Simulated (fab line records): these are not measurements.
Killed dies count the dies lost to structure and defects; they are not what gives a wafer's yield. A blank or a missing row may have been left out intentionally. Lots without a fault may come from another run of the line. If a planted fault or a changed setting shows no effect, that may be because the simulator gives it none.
A struck lot beside a sound one    flow sky130    13 out of 708 route steps
Sound: the wafers L363.2, L363.4, L363.5. Wafers L356.1, L356.4, L356.5 were the ones struck. The cause is named last.
At each step with rows: each side's tool, then ch and its chambers, then its first start. Under that, the readings that differ: sound wafers    struck wafers    difference of the means    sigmas: that difference in standard deviations of wafers without a fault.
alike: a reading whose means differ by less than 2 such deviations, as well as words and numbers matching on both sides. not compared: withheld readings; readings where some wafer has no value; bounds like >300 that might hide an equal value; numbers whose values overlap and for which the record gives no deviation.
The two part at a step that has a row with sigmas, a row that says differs or no value, or rows on one side only. Numbers that have no deviation but don't overlap get no sigmas and don't part them. A reading that every wafer of one side lacks parts them only if that side has two wafers or more.

SKY_NWELL_STRIP_25: strips in O2/N2.
  sound on plasma-asher-04 ch 0,1, day 10 06:18; struck on plasma-asher-01 ch 0,1, day 8 15:03
  alike: drypump-motor-current-A, oes-product-au, strip-time-to-endpoint-s
  not compared: rf-hours-counter-h
SKY_NWELL_TW_MEAS_26:
  sound: film-metro-03 at day 10 06:25; struck: film-metro-03 at day 8 15:09
  alike: NWELL_2_TW
then, 1 step without rows for these wafers: SKY_NWELL_CLEAN_27 (cleans in SC1/SC2, time 150 s).
SKY_NWELL_RTA_28: time 30 s.
  sound on rtp-anneal-02 ch 0, day 10 06:31; struck on rtp-anneal-02 ch 0, day 8 15:16
  alike: lamp-power-pct, wafer_temp_C_max
SKY_NWELL_RS_MEAS_29: measurement is done with a four-point probe.
  sound: film-metro-01 at day 10 06:38; struck: film-metro-03 at day 8 15:22
  alike: NWELL_RS
SKY_NWELL_RS_MEAS_31: measurement is done with a four-point probe.
  sound: film-metro-01 at day 10 06:52; struck: film-metro-03 at day 8 15:36
  alike: PWDE_RS
then, 5 steps without rows for these wafers: SKY_VT_ADJUST_HVTP_DEHYDRATE_00 (time 60 s); SKY_VT_ADJUST_HVTP_HMDS_01 (prime time 61.39 s); SKY_VT_ADJUST_HVTP_COAT_02 (resist thk 1140 nm); SKY_VT_ADJUST_HVTP_SOFTBAKE_03 (time 60 s); SKY_VT_ADJUST_HVTP_EXPOSE_04 (exposes mask HVTPM, target cd 380 nm).
SKY_VT_ADJUST_HVTP_PEB_05:
  struck on litho-track-03, day 9 12:17; sound on litho-track-03 ch 0, day 11 05:37
reading          sound           struck  difference                     sigmas
exhaust-pa (Pa)  46.4 44.8 45.5  - - -   no value on the struck wafers  
  not compared: chill-plate-temp-C, resist-line-temp-C
then, 1 step without rows for these wafers: SKY_VT_ADJUST_HVTP_DEVELOP_06 (develop time 60 s).

## WHERE THEY PART
Within this record, at SKY_VT_ADJUST_HVTP_PEB_05 only.

WHY: what the simulator had put in
Entire step skipped (litho-track-03, SKY_VT_ADJUST_HVTP_PEB_05), from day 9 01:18 onward. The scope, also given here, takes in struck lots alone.
